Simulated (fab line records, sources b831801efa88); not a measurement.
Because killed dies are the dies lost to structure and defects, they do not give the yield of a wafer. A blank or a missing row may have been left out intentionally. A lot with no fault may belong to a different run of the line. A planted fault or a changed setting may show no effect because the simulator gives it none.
fab line records	flow sky130
record: lots: 10	wafers: 30	last_day: 50
route steps=708 shown NWELL@67 VT_ADJUST_LVTN@104 VT_ADJUST_NCORE@123 VT_ADJUST_HVTR@142 PAD_OPEN@708
lots untouched by any fault: they come from a run of this same line in which no faults occurred
start_h: hours from the record's opening day to when the first of the lot's shown wafers began	wait_h: hours elapsed since this lot's preceding step	" repeats the value in the row above	L1.1+2: a row that stands for several wafers	- no value, or no start given	* or withheld: withheld	< > ~ a bound
route shown NAME@n: names a module that has steps shown in the file, with the first one's number in the route	usual: mean/standard deviation taken from wafers without a fault	same: alike in all rows	chamber/n: place in a boat	sites: readings site by site	_std_site: standard deviation of those values	_edge_site: the outer-site mean with the inner-site mean subtracted	radius_mm: for every site, how far away it sits from the centre of the wafer	mask NAME#n: copy n	behind: the tool/chamber that last shaped the wafer	hold: reason for holding the lot/hours on hold/outcome of the hold	device: the transistor (n, p or np) that didn't switch	end of line: the tests these same wafers got at the end of their route	a step without rows: its recipe alone	killed: count of dies lost to structure and defects at first sort (not the wafer's yield)	map: a wafer's dies, marking killed ones x, the rest . and places with no die _
set.NAME: setting as actually run; set.NAME@STEP: the setting as run at that earlier step	model.NAME: the simulator's own value behind a step, which no gauge read
a sample of lots followed through the steps of the route, with each step as a table and each wafer as a row
services: the hour from which a tool's chamber was out of use, counted from the record's first day as start_h (under 0 if before that day), plus the number of hours and why
== steps ==
step: SKY_NWELL_STRIP_14
recipe: chemistry: O2/N2	power_w: 1400	pressure_mtorr: 1500	platen_temp_c: withheld	o2_flow_sccm: 3000	n2_flow_sccm: 300	overash_fraction: 0.5
usual: chamber_pressure_mTorr: 1500.0/1.4	drypump_motor_current_A: 5.86/0.19	oes_product_au: 0.722/0.0049	strip_time_to_endpoint_s: 36.97/0.11
lot.wafer	tool	chamber	start_h	wait_h	chamber_pressure_mTorr	drypump_motor_current_A	oes_product_au	rf_hours_counter_h	strip_time_to_endpoint_s
L214.1	plasma_asher-02	1	89.14	0.1	1498.0	5.88	0.723	43	37.02
L214.2	"	0	"	"	1502.6	5.70	0.718	43	37.02
L214.6	"	1	"	"	1499.5	5.91	0.729	-	37.03
L213.1	plasma_asher-03	0	89.16	0.1	1499.7	5.63	0.727	29	36.83
L213.3	"	1	"	"	1499.6	6.26	0.714	-	36.82
L213.5	"	1	"	"	1499.2	6.26	0.719	-	36.88
L216.1	plasma_asher-02	0	104.23	0.1	1498.2	5.68	0.723	45	37.01
L216.4	"	1	"	"	1495.8	5.89	0.725	-	37.06
L216.5	"	1	"	"	1501.2	5.89	0.724	-	37.09
L218.2	plasma_asher-02	1	116.61	0.1	1500.7	5.90	0.719	46	36.82
L218.5	"	0	"	"	1499.0	5.69	0.720	-	36.66
L218.6	"	1	"	"	1500.5	5.86	0.721	-	36.78
L219.2	plasma_asher-03	0	120.56	0.1	1499.4	5.58	0.719	33	37.00
L219.3	"	1	"	"	1499.7	6.25	0.723	-	36.99
L219.5	"	0	"	"	1502.8	5.59	0.729	-	36.93
L223.3	plasma_asher-02	0	146.56	0.1	1500.4	5.69	0.725	-	36.97
L223.5	"	1	"	"	1499.2	5.91	0.715	-	36.81
L223.6	"	0	"	"	1501.2	5.68	0.717	-	36.87
L226.2	plasma_asher-02	1	163.74	0.1	1499.9	5.92	0.724	50	37.08
L226.3	"	1	"	"	1497.5	5.90	0.733	-	37.16
L226.5	"	0	"	"	1500.7	5.71	0.729	-	37.21
L231.1	plasma_asher-04	0	188.46	0.1	1499.1	5.91	0.715	7	36.95
L231.3	"	0	"	"	1496.5	5.92	0.724	-	37.09
L231.5	"	1	"	"	1498.6	5.95	0.721	-	37.10
L236.2	plasma_asher-04	0	229.39	0.1	1500.6	5.92	0.719	10	36.97
L236.3	"	1	"	"	1501.3	5.92	0.723	-	37.04
L236.6	"	0	"	"	1501.7	5.92	0.728	-	36.96
L235.3	plasma_asher-02	1	229.77	0.1	1498.9	5.89	0.721	-	36.93
L235.5	"	1	"	"	1498.5	5.87	0.726	-	37.10
L235.6	"	0	"	"	1502.1	5.70	0.730	-	36.94
step: SKY_NWELL_STRIP_25
recipe: chemistry: O2/N2	power_w: 1400	pressure_mtorr: 1500	platen_temp_c: withheld	o2_flow_sccm: 3000	n2_flow_sccm: 300	overash_fraction: 0.5
usual: chamber_pressure_mTorr: 1499.9/1.4	drypump_motor_current_A: 5.88/0.16	oes_product_au: 0.722/0.0051	strip_time_to_endpoint_s: 36.99/0.11
lot.wafer	tool	chamber	start_h	wait_h	chamber_pressure_mTorr	drypump_motor_current_A	oes_product_au	rf_hours_counter_h	strip_time_to_endpoint_s
L214.1	plasma_asher-03	1	106.36	0.1	1499.0	6.26	0.710	31	36.79
L214.2	"	0	"	"	1499.0	5.59	0.736	31	36.80
L214.6	"	1	"	"	1501.2	6.25	0.711	-	36.81
L213.1	plasma_asher-02	0	106.69	0.1	1501.8	5.68	0.728	45	37.05
L213.3	"	1	"	"	1500.7	5.90	0.715	-	37.07
L213.5	"	0	"	"	1499.5	5.69	0.723	-	37.07
L216.1	plasma_asher-04	1	122.69	0.1	1501.9	5.90	0.727	1	37.02
L216.4	"	1	"	"	1500.4	5.89	0.719	-	37.05
L216.5	"	1	"	"	1496.3	5.90	0.719	-	37.05
L218.2	plasma_asher-04	0	135.81	0.1	1497.7	5.92	0.725	2	36.98
L218.5	"	1	"	"	1500.8	5.90	0.719	-	37.02
L218.6	"	0	"	"	1499.0	5.92	0.712	-	37.04
L219.2	plasma_asher-04	1	139.94	0.1	1499.4	5.92	0.717	2	37.07
L219.3	"	0	"	"	1502.4	5.88	0.719	-	37.01
L219.5	"	0	"	"	1501.0	5.92	0.726	-	36.96
L223.3	plasma_asher-04	0	165.09	0.1	1499.8	5.94	0.724	-	36.84
L223.5	"	0	"	"	1496.9	5.92	0.725	-	36.92
L223.6	"	1	"	"	1498.9	5.88	0.725	-	37.08
L226.2	plasma_asher-04	1	183.48	0.1	1497.8	5.92	0.722	6	36.85
L226.3	"	0	"	"	1499.3	5.92	0.714	-	37.02
L226.5	"	1	"	"	1499.1	5.91	0.727	-	37.03
L231.1	plasma_asher-02	1	209.28	0.1	1501.5	5.88	0.727	55	36.91
L231.3	"	0	"	"	1498.4	5.66	0.721	-	36.91
L231.5	"	0	"	"	1499.0	5.66	0.728	-	36.96
L236.2	plasma_asher-03	1	252.63	0.1	1499.7	6.27	0.724	45	37.02
L236.3	"	0	"	"	1500.3	5.60	0.726	-	36.96
L236.6	"	1	"	"	1500.6	6.26	0.726	-	37.13
L235.3	plasma_asher-04	0	253.01	0.1	1499.4	5.93	0.734	-	37.01
L235.5	"	1	"	"	1500.1	5.92	0.721	-	36.91
L235.6	"	0	"	"	1500.0	5.91	0.727	-	37.02
step: SKY_VT_ADJUST_LVTN_OVL_MEAS_07
usual: VT_ADJUST_LVTN_OVL: 0.5/1.5
lot.wafer	tool	chamber	start_h	wait_h	VT_ADJUST_LVTN_OVL[nm]
L214.1	overlay-02	-	144.85	-	0.9
L214.2	"	-	"	"	-1.1
L214.6	"	-	"	"	-0.3
L213.1	overlay-02	-	145.11	-	0.4
L213.3	"	-	"	"	0.3
L213.5	"	-	"	"	-1.5
L216.1	overlay-01	-	160.24	-	2.7
L216.4	"	-	"	"	3.2
L216.5	"	-	"	"	1.8
L218.2	overlay-02	-	174.31	-	-0.3
L218.5	"	-	"	"	0.9
L218.6	"	-	"	"	0.8
L219.2	overlay-01	-	177.92	-	-1.1
L219.3	"	-	"	"	0.1
L219.5	"	-	"	"	-0.9
L223.3	overlay-02	-	206.41	-	0.6
L223.5	"	-	"	"	-0.7
L223.6	"	-	"	"	1.6
L226.2	overlay-02	-	226.10	-	-0.2
L226.3	"	-	"	"	1.1
L226.5	"	-	"	"	0.2
L231.1	overlay-02	-	255.91	-	0.0
L231.3	"	-	"	"	-0.6
L231.5	"	-	"	"	0.8
L236.2	overlay-01	-	302.52	-	2.3
L236.3	"	-	"	"	0.5
L236.6	"	-	"	"	2.2
L235.3	overlay-01	-	302.87	-	-0.7
L235.5	"	-	"	"	-2.0
L235.6	"	-	"	"	0.2
step: SKY_VT_ADJUST_NCORE_EXPOSE_04
recipe: mask_id: LVTN_COMPLEMENT_THIN	na: 0.6	source_shape: conventional	sigma_outer: 0.6	polarization: unpolarized	target_cd_nm: 380	dose_mj: 139
usual: reticle_temp_C: 23.00/0.11
lot.wafer	tool	chamber	start_h	wait_h	mask	reticle_temp_C
L214.1	iline_stepper-01	0	173.84	-	LVTN_COMPLEMENT_THIN#0	22.81
L214.2	"	0	"	"	LVTN_COMPLEMENT_THIN#0	22.86
L214.6	"	0	"	"	LVTN_COMPLEMENT_THIN#0	22.96
L213.1	iline_stepper-01	0	174.32	-	LVTN_COMPLEMENT_THIN#0	22.99
L213.3	"	0	"	"	LVTN_COMPLEMENT_THIN#0	22.99
L213.5	"	0	"	"	LVTN_COMPLEMENT_THIN#0	23.04
L216.1	iline_stepper-01	0	190.36	-	LVTN_COMPLEMENT_THIN#0	23.02
L216.4	"	0	"	"	LVTN_COMPLEMENT_THIN#0	23.08
L216.5	"	0	"	"	LVTN_COMPLEMENT_THIN#0	23.05
L218.2	iline_stepper-02	0	205.64	-	LVTN_COMPLEMENT_THIN#0	22.73
L218.5	"	0	"	"	LVTN_COMPLEMENT_THIN#0	22.93
L218.6	"	0	"	"	LVTN_COMPLEMENT_THIN#0	22.76
L219.2	iline_stepper-01	0	209.26	-	LVTN_COMPLEMENT_THIN#0	22.90
L219.3	"	0	"	"	LVTN_COMPLEMENT_THIN#0	22.98
L219.5	"	0	"	"	LVTN_COMPLEMENT_THIN#0	22.95
L223.3	iline_stepper-01	0	240.18	-	LVTN_COMPLEMENT_THIN#0	23.04
L223.5	"	0	"	"	LVTN_COMPLEMENT_THIN#0	23.07
L223.6	"	0	"	"	LVTN_COMPLEMENT_THIN#0	23.12
L226.2	iline_stepper-01	0	260.64	-	HVTRM#0	23.13
L226.3	"	0	"	"	HVTRM#0	23.16
L226.5	"	0	"	"	HVTRM#0	23.09
L231.1	iline_stepper-02	0	292.01	-	LVTN_COMPLEMENT_THIN#0	23.05
L231.3	"	0	"	"	LVTN_COMPLEMENT_THIN#0	23.03
L231.5	"	0	"	"	LVTN_COMPLEMENT_THIN#0	22.88
L236.2	iline_stepper-01	0	342.59	-	LVTN_COMPLEMENT_THIN#0	23.10
L236.3	"	0	"	"	LVTN_COMPLEMENT_THIN#0	23.12
L236.6	"	0	"	"	LVTN_COMPLEMENT_THIN#0	23.06
L235.3	iline_stepper-02	0	344.03	-	LVTN_COMPLEMENT_THIN#0	23.05
L235.5	"	0	"	"	LVTN_COMPLEMENT_THIN#0	22.97
L235.6	"	0	"	"	LVTN_COMPLEMENT_THIN#0	23.11
step: SKY_VT_ADJUST_NCORE_CD_MEAS_07
recipe: target_cd_nm: 380
usual: cd_nm: 380.0/2.4
lot.wafer	tool	chamber	start_h	wait_h	cd_nm
L214.1	cd_sem-01	-	183.59	0.1	374.9
L214.2	"	-	"	"	377.5
L214.6	"	-	"	"	377.3
L213.1	cd_sem-01	-	184.21	0.1	379.5
L213.3	"	-	"	"	381.5
L213.5	"	-	"	"	380.2
L216.1	cd_sem-01	-	200.56	0.1	378.9
L216.4	"	-	"	"	380.7
L216.5	"	-	"	"	379.0
L218.2	cd_sem-01	-	215.53	0.1	377.7
L218.5	"	-	"	"	378.5
L218.6	"	-	"	"	378.8
L219.2	cd_sem-02	-	219.24	0.1	383.8
L219.3	"	-	"	"	384.0
L219.5	"	-	"	"	379.4
L223.3	cd_sem-02	-	251.48	0.1	382.0
L223.5	"	-	"	"	382.3
L223.6	"	-	"	"	382.5
L226.2	cd_sem-02	-	272.06	0.1	-
L226.3	"	-	"	"	-
L226.5	"	-	"	"	-
L231.1	cd_sem-01	-	303.96	0.1	381.5
L231.3	"	-	"	"	381.9
L231.5	"	-	"	"	383.6
L236.2	cd_sem-01	-	356.49	0.1	379.2
L236.3	"	-	"	"	380.0
L236.6	"	-	"	"	378.3
L235.3	cd_sem-01	-	357.46	0.1	381.7
L235.5	"	-	"	"	384.3
L235.6	"	-	"	"	383.6
step: SKY_VT_ADJUST_NCORE_TW_MEAS_11
usual: VT_ADJUST_NCORE_TW: 220.9/1.3
lot.wafer	tool	chamber	start_h	wait_h	VT_ADJUST_NCORE_TW
L214.1	film_metro-03	-	184.00	0.1	221.0
L214.2	"	-	"	"	219.5
L214.6	"	-	"	"	220.3
L213.1	film_metro-04	-	184.62	0.1	221.3
L213.3	"	-	"	"	220.3
L213.5	"	-	"	"	220.3
L216.1	film_metro-04	-	200.97	0.1	221.0
L216.4	"	-	"	"	222.5
L216.5	"	-	"	"	223.4
L218.2	film_metro-04	-	215.93	0.1	222.8
L218.5	"	-	"	"	222.3
L218.6	"	-	"	"	222.6
L219.2	film_metro-03	-	219.64	0.1	222.1
L219.3	"	-	"	"	220.8
L219.5	"	-	"	"	222.3
L223.3	film_metro-02	-	251.87	0.1	219.9
L223.5	"	-	"	"	219.7
L223.6	"	-	"	"	220.3
L226.2	film_metro-03	-	272.46	0.1	30.3
L226.3	"	-	"	"	30.2
L226.5	"	-	"	"	30.3
L231.1	film_metro-02	-	304.37	0.1	220.5
L231.3	"	-	"	"	221.1
L231.5	"	-	"	"	223.0
L236.2	film_metro-03	-	356.89	0.1	220.5
L236.3	"	-	"	"	219.6
L236.6	"	-	"	"	219.4
L235.3	film_metro-03	-	357.85	0.1	218.7
L235.5	"	-	"	"	219.2
L235.6	"	-	"	"	218.3
step: SKY_VT_ADJUST_HVTR_TW_MEAS_11
usual: VT_ADJUST_HVTR_TW: 212.3/1.3
lot.wafer	tool	chamber	start_h	wait_h	VT_ADJUST_HVTR_TW
L214.1	film_metro-02	-	204.40	0.1	211.2
L214.2	"	-	"	"	212.0
L214.6	"	-	"	"	210.7
L213.1	film_metro-02	-	205.90	0.1	211.3
L213.3	"	-	"	"	210.9
L213.5	"	-	"	"	211.5
L216.1	film_metro-02	-	222.06	0.1	211.7
L216.4	"	-	"	"	211.5
L216.5	"	-	"	"	211.6
L218.2	film_metro-02	-	238.68	0.1	212.0
L218.5	"	-	"	"	210.9
L218.6	"	-	"	"	210.2
L219.2	film_metro-02	-	242.72	0.1	211.5
L219.3	"	-	"	"	210.2
L219.5	"	-	"	"	211.0
L223.3	film_metro-01	-	276.23	0.1	210.4
L223.5	"	-	"	"	210.7
L223.6	"	-	"	"	211.8
L226.2	film_metro-02	-	297.17	0.1	264.1
L226.3	"	-	"	"	265.9
L226.5	"	-	"	"	266.3
L231.1	film_metro-02	-	331.35	0.1	210.8
L231.3	"	-	"	"	212.5
L231.5	"	-	"	"	211.8
L236.2	film_metro-02	-	385.47	0.1	211.9
L236.3	"	-	"	"	212.5
L236.6	"	-	"	"	212.7
L235.3	film_metro-04	-	386.13	0.1	213.7
L235.5	"	-	"	"	214.8
L235.6	"	-	"	"	215.0
step: SKY_PAD_OPEN_PROBE_99
usual: killed_at_M0_to_M3: 43/7.7	killed_at_M4_up: 2.9/1.9	killed_at_contacts: 24/5.9	killed_at_front_end: 16/5.1	killed_at_other: 0.3/0.63	killed_dies: 86/10	killed_on_rim: 16/3.6	killed_open: 47/7.6	killed_short: 39/6.8
same: gross_dies: 492	killed_at_back_side: 0
lot.wafer	tool	chamber	start_h	wait_h	killed_at_M0_to_M3	killed_at_M4_up	killed_at_contacts	killed_at_front_end	killed_at_other	killed_dies	killed_on_rim	killed_open	killed_short
L214.1	prober-01	-	1072.07	0.1	47	5	27	16	2	97	16	56	41
L214.2	prober-01	-	1072.12	0.1	47	2	30	27	1	107	19	61	42
L214.6	prober-01	-	1072.32	0.2	53	2	33	14	0	102	17	57	45
L226.2	prober-02	-	1147.81	0.1	59	4	34	395	0	492	96	64	44
L226.3	prober-02	-	1147.86	0.2	46	5	28	412	1	492	96	50	41
L226.5	prober-02	-	1147.96	0.2	44	5	22	421	0	492	96	42	46
L231.1	prober-01	-	1168.54	0.1	41	4	24	7	1	77	13	47	29
L231.3	prober-01	-	1168.64	0.2	51	2	20	19	1	93	14	49	43
L231.5	prober-01	-	1168.74	0.2	38	8	18	18	1	83	19	44	39
killed by level:class
L214.1 CONTACT:geometric_particle:open=13 VIA1:geometric_particle:open=11 VIA3:geometric_particle:open=11 VIA2:geometric_particle:open=7 LI_CONTACT:geometric_particle:open=5 LOCAL_INTERCONNECT:geometric_particle:short=5 METAL4:geometric_particle:short=5 FIELD_ISO:geometric_particle:open=4
L214.2 CONTACT:geometric_particle:open=15 VIA1:geometric_particle:open=13 FIELD_ISO:geometric_particle:short=8 LI_CONTACT:geometric_particle:open=6 CONTACT:geometric_particle:short=6 VIA2:geometric_particle:open=6 METAL1:geometric_particle:short=5 VIA3:geometric_particle:short=5
L214.6 VIA1:geometric_particle:open=13 LOCAL_INTERCONNECT:geometric_particle:short=9 VIA3:geometric_particle:open=8 LI_CONTACT:geometric_particle:open=8 CONTACT:geometric_particle:open=8 CONTACT:geometric_particle:short=7 METAL2:geometric_particle:short=7 VIA2:geometric_particle:open=7
L226.2 VT_ADJUST_NCORE:area_expose=384 VIA1:geometric_particle:open=13 LI_CONTACT:geometric_particle:open=13 CONTACT:geometric_particle:open=11 VIA1:geometric_particle:short=11 VIA3:geometric_particle:open=9 METAL2:geometric_particle:short=7 CONTACT:geometric_particle:short=5
L226.3 VT_ADJUST_NCORE:area_expose=401 VIA1:geometric_particle:open=15 CONTACT:geometric_particle:open=11 LI_CONTACT:geometric_particle:open=8 METAL1:geometric_particle:short=6 VIA1:geometric_particle:short=6 FIELD_ISO:geometric_particle:short=5 VIA2:geometric_particle:open=5
L226.5 VT_ADJUST_NCORE:area_expose=403 METAL1:geometric_particle:short=13 VIA1:geometric_particle:open=8 CONTACT:geometric_particle:open=8 VIA3:geometric_particle:open=6 LI_CONTACT:geometric_particle:open=5 FIELD_ISO:geometric_particle:open=4 FIELD_ISO:geometric_particle:short=4
L231.1 VIA3:geometric_particle:open=14 CONTACT:geometric_particle:open=11 VIA1:geometric_particle:open=9 CONTACT:geometric_particle:short=5 LOCAL_INTERCONNECT:geometric_particle:short=4 VIA2:geometric_particle:open=4 FIELD_ISO:geometric_particle:open=3 VIA1:geometric_particle:short=3
L231.3 VIA3:geometric_particle:open=9 FIELD_ISO:geometric_particle:open=8 LI_CONTACT:geometric_particle:open=8 VIA1:geometric_particle:open=8 VIA1:geometric_particle:short=7 METAL2:geometric_particle:short=6 FIELD_ISO:geometric_particle:short=5 VIA2:geometric_particle:open=5
L231.5 VIA1:geometric_particle:open=10 CONTACT:geometric_particle:open=7 METAL4:geometric_particle:short=7 VIA3:geometric_particle:open=6 FIELD_ISO:geometric_particle:short=4 POLY_GATE:geometric_particle:open=4 LI_CONTACT:geometric_particle:open=4 CONTACT:geometric_particle:short=4
== services ==
tool	chamber	start_h	hours	kind
plasma_asher-04	-	67.13	30.5	repair
iline_stepper-02	-	71.56	2.1	pm
iline_stepper-02	-	73.65	-	consumable_replace:lamp
plasma_asher-04	-	108.75	9.0	pm
plasma_asher-04	0	108.75	9.0	vent_cycle
plasma_asher-04	1	108.75	9.0	vent_cycle
plasma_asher-02	-	111.72	2.8	pm
plasma_asher-04	0	117.75	-	clean
plasma_asher-04	1	117.75	-	clean
iline_stepper-02	0	162.01	-	calibration
plasma_asher-04	-	162.34	2.5	repair
iline_stepper-02	-	164.19	7.6	repair
plasma_asher-02	-	214.77	4.3	pm
plasma_asher-03	-	222.11	1.9	repair
iline_stepper-01	-	253.03	1.7	pm
iline_stepper-02	-	254.74	1.7	pm
iline_stepper-01	0	264.55	-	calibration
plasma_asher-02	-	277.96	14.2	repair
== key ==
first_sign: step: SKY_VT_ADJUST_NCORE_EXPOSE_04	reading: mask	direction: changed
effect: step: SKY_VT_ADJUST_NCORE_CD_MEAS_07	reading: cd_nm	direction: missing
effect: step: SKY_VT_ADJUST_NCORE_TW_MEAS_11	reading: VT_ADJUST_NCORE_TW	direction: down	sigmas: 99+	usual: 220.9	struck: 30.2
effect: step: SKY_VT_ADJUST_HVTR_TW_MEAS_11	reading: VT_ADJUST_HVTR_TW	direction: up	sigmas: 40	usual: 212.3	struck: 265.4
effect: step: SKY_PAD_OPEN_PROBE_99	reading: killed_at_front_end	direction: up	sigmas: 78	usual: 16	struck: 409
more_kills_born_at: SKY_VT_ADJUST_NCORE_EXPOSE_04@iline_stepper-01: 1188
met_at SKY_VT_ADJUST_NCORE_EXPOSE_04
struck_lots L226
tester_left_out L226
not_acting_at SKY_NWELL_STRIP_14,SKY_NWELL_STRIP_25,SKY_VT_ADJUST_LVTN_OVL_MEAS_07
onset_between 240.18 260.64
fault: kind: wrong_mask	tool: any	chamber: -	onset_h: 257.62	steps: SKY_VT_ADJUST_NCORE_EXPOSE_04	aux_copy: HVTRM#0	scope: struck_lots_only
tester_left_out: of these lots the tester's yield and bins aren't shown, on N5 and GAA mostly nor the transistor test; their killed dies are dies lost to structure and defects alone, not to doping, threshold or leakage, so they don't give the yield
